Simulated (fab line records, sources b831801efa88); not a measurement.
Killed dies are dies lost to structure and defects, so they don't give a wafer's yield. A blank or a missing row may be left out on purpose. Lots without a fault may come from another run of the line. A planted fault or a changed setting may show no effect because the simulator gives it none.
Which tool did it? | flow gf180mcu | 10 lots, 30 wafers sampled, at 3 steps of a route of 602

WHAT THE GAUGES READ, wafer by wafer
GF_V3_RS_MEAS_24: measures by four-point-probe.
lot  | measured     | on            | V3_W_RS (ohm/sq)
L438 | day 22 10:58 | film_metro-01 | 0.332 0.327 0.326
L439 | day 23 04:06 | film_metro-01 | 0.333 0.337 0.333
L440 | day 23 05:34 | film_metro-02 | 0.326 0.325 0.327
L442 | day 23 23:01 | film_metro-02 | 0.325 0.328 0.333
L441 | day 24 00:25 | film_metro-04 | 0.333 0.333 0.329
L449 | day 26 09:30 | film_metro-04 | 0.193 0.197 0.197
L450 | day 26 11:45 | film_metro-01 | 0.194 0.193 0.193
L458 | day 28 18:03 | film_metro-04 | 0.325 0.322 0.326
L459 | day 29 01:05 | film_metro-04 | 0.326 0.322 0.323
L461 | day 29 18:14 | film_metro-04 | 0.325 0.330 0.327

WHICH TOOL RAN EACH LOT (tool, then ch and the chambers of the sampled wafers, then the start)
lot  | GF_M3_METAL_ETCH_16               | GF_V3_CVD_23
L438 | rie_metal-03 ch 1, day 21 09:17   | cvd_w-02 ch 0,1, day 22 10:50
L439 | rie_metal-01 ch 0,1, day 22 02:58 | cvd_w-02 ch 0,1, day 23 03:59
L440 | rie_metal-03 ch 0,1, day 22 04:13 | cvd_w-01 ch 0,1, day 23 05:26
L442 | rie_metal-01 ch 0,1, day 22 22:34 | cvd_w-01 ch 0,1, day 23 22:53
L441 | rie_metal-03 ch 0,1, day 23 00:17 | cvd_w-02 ch 0,1, day 24 00:19
L449 | rie_metal-01 ch 1, day 25 09:43   | cvd_w-01 ch 0,1, day 26 09:23
L450 | rie_metal-02 ch 0,1, day 25 12:49 | cvd_w-01 ch 0,1, day 26 11:38
L458 | rie_metal-02 ch 0,1, day 27 20:25 | cvd_w-02 ch 0,1, day 28 17:56
L459 | rie_metal-03 ch 0,1, day 28 03:16 | cvd_w-02 ch 0,1, day 29 00:59
L461 | rie_metal-02 ch 0,1, day 28 20:37 | cvd_w-02 ch 0,1, day 29 18:07
- GF_M3_METAL_ETCH_16: etches the open film in Cl2/BCl3, stops on SiO2, target depth 627.5 nm, time 104.6 s.
- GF_V3_CVD_23: deposits W, target thk 350 nm, time 104.9 s.

THE ANSWER, worked out from the rows above alone
Rule: what is usual is taken from the lots themselves. Put in order of their means at a reading, lots are off if they are a third of the lots or fewer, leave a main group of 4 or more, and stand apart from it by a gap of 3 or more times the standard deviation of the main group's means; of several such gaps the widest counts. A main group whose means are all the same, to the digits that the tables above print for the reading, isn't used. A lot without any number at a reading at which 4 lots or more have one is off too. The other lots that the step has rows for count as sound.
Off: L449, L450, at GF_V3_RS_MEAS_24 (V3_W_RS). The main group: mean 0.328 ohm/sq, standard deviation 0.0034.
A tool fits if, at a process step before that reading, it ran every lot that is off, and no sound lot after the first of them. The gauges at GF_V3_RS_MEAS_24 are tried like those tools. One fits: cvd_w-01 at GF_V3_CVD_23. Its last sound lot is L442 (day 23 22:53), its first lot that is off L449 (day 26 09:23): a fault that began between those two fits.

WHAT THE SIMULATOR HAD PUT IN
Process parameter drift: cvd_w-01, from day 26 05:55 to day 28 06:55, at GF_V3_CVD_23. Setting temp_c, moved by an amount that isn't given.
Lots struck among those shown: L449, L450. The rule above found the same.
